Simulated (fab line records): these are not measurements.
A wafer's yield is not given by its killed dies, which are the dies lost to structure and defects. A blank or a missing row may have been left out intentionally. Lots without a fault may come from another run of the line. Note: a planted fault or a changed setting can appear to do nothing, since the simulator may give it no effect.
Chamber matching | flow sky130 | 4 sister chambers for SKY_LI_CONTACT_CMP_02 on cmp-02
The step polishes PSG. 14 wafers are shown with their chamber, then 7 later ones without.

== WAFERS PAIRED WITH THEIR CHAMBERS ==
wafer  | chamber | motor current A (A) | time to endpoint s (s)
L783.2 | 3       | 11.6                | 31.9
L783.4 | 0       | 12.5                | 32.1
L783.5 | 2       | 10.8                | 33.5
L789.2 | 1       | 13.0                | 32.1
L789.3 | 3       | 12.9                | 33.0
L789.4 | 0       | 11.9                | 33.0
L793.2 | 1       | 11.8                | 37.7
L793.3 | 3       | 11.9                | 35.4
L793.5 | 2       | 11.3                | 33.4
L795.3 | 1       | 12.5                | 34.5
L795.5 | 0       | 12.0                | 33.1
L795.6 | 1       | 12.5                | 33.3
L798.3 | 1       | 12.2                | 36.6
L798.5 | 1       | 12.4                | 38.0

SIGNATURES (averages over the wafers above)
reading            | chamber 0 | chamber 1 | chamber 2 | chamber 3 | scatter within a chamber
motor current A    | 12.133    | 12.400    | 11.050    | 12.133    | 0.451
time to endpoint s | 32.733    | 35.367    | 33.450    | 33.433    | 1.91
Rule: for each reading, subtract the chamber's mean from the wafer's reading, divide by that reading's scatter and square the result; add these up over the readings and take the root, which gives the wafer's distance from the chamber. If the next closest chamber is less than 2 further off than the closest, the wafer can't be placed; otherwise it belongs to the closest. The scatter: the root of (the sum of the squares of (reading less its chamber's mean) over the shown wafers, divided by (wafers less chambers)).

== WAFERS WHOSE CHAMBER IS MISSING ==
wafer  | motor current A (A) | time to endpoint s (s)
L798.6 | 12.1                | 35.8
L800.2 | 12.9                | 33.6
L800.4 | 12.2                | 31.1
L800.6 | 12.0                | 31.6
L801.2 | 12.9                | 33.3
L801.3 | 12.4                | 31.9
L801.4 | 12.6                | 32.7

== CHAMBER TAKEN BY EACH ==
wafer  | from the rows above               | in truth
L798.6 | can't be placed: 1 or 3 or 0 or 2 | 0
L800.2 | can't be placed: 1 or 3 or 0      | 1
L800.4 | can't be placed: 0 or 3 or 1 or 2 | 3
L800.6 | can't be placed: 0 or 3 or 1 or 2 | 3
L801.2 | can't be placed: 1 or 3 or 0      | 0
L801.3 | can't be placed: 0 or 3 or 1      | 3
L801.4 | can't be placed: 0 or 3 or 1      | 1
Correctly placed: 0 of 7. Cannot be placed on the basis of these rows: 7; the candidates contain the true chamber in 7. 0 placed wrongly.
